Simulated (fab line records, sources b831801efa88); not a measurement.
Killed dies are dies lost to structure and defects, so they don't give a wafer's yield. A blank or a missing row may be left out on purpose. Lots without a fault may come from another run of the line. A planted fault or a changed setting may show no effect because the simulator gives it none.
One fault seen from 2 desks | flow gf180mcu | each desk has only its own numbers; what lay behind them comes last

THE METROLOGY DESK
What the gauges read, lot by lot, whatever tool the lot ran on: means of the sampled wafers that have a number. A lot is out of limits, marked OUT, if its mean lies more than 4 standard deviations from the usual mean; the brackets give that distance.
Columns: A = TOP_METAL_OVL at GF_TOP_METAL_OVL_MEAS_15, usual 0.4 nm
lot  | first seen here | A
L256 | day 28 16:20    | 1.8
L258 | day 28 21:50    | -1.2
L260 | day 29 08:08    | 0.1
L262 | day 30 10:05    | 0.3
L263 | day 30 11:14    | 0.8
L264 | day 30 13:22    | -0.6
L265 | day 30 22:57    | 0.2
L266 | day 31 12:41    | -2.2
L272 | day 33 00:29    | 0.3
L273 | day 33 08:11    | 2.8
L274 | day 33 10:25    | 0.1
L276 | day 33 19:14    | -0.1
L278 | day 34 03:18    | 1.7
L279 | day 34 07:48    | -1.8
This desk's finding: nothing out of limits on any of the 14 lots.

THE TOOL OWNER'S DESK: rie_diel-04
The tool's own readings at GF_CONTACT_ETCH_16 (etches BARC in N2/H2): means of the sampled wafers that have a number, for each lot that ran on this tool. A lot is out of limits, marked OUT, if its mean lies more than 4 standard deviations from the usual mean; the brackets give that distance.
Columns: A = drypump_motor_current_A at GF_CONTACT_ETCH_16, usual 5.8 A; B = oes_product_au at GF_CONTACT_ETCH_16, usual 0.854 a.u.; C = throttle_valve_pct at GF_CONTACT_ETCH_16, usual 13.224 %
lot  | first seen here | A   | B     | C
L256 | day 16 15:26    | 5.5 | 0.851 | 13.221
L260 | day 17 12:19    | 5.4 | 0.851 | 13.228
L265 | day 19 13:17    | 5.3 | 0.850 | 13.221
L274 | day 22 22:11    | 5.6 | 0.848 | 13.221
L276 | day 23 14:52    | 5.4 | 0.849 | 13.216
This desk's finding: nothing out of limits on any of the 5 lots.

PUT TOGETHER
The metrology desk saw nothing out of limits.
The tool owner's desk saw nothing out of limits.

WHAT THE SIMULATOR HAD PUT IN
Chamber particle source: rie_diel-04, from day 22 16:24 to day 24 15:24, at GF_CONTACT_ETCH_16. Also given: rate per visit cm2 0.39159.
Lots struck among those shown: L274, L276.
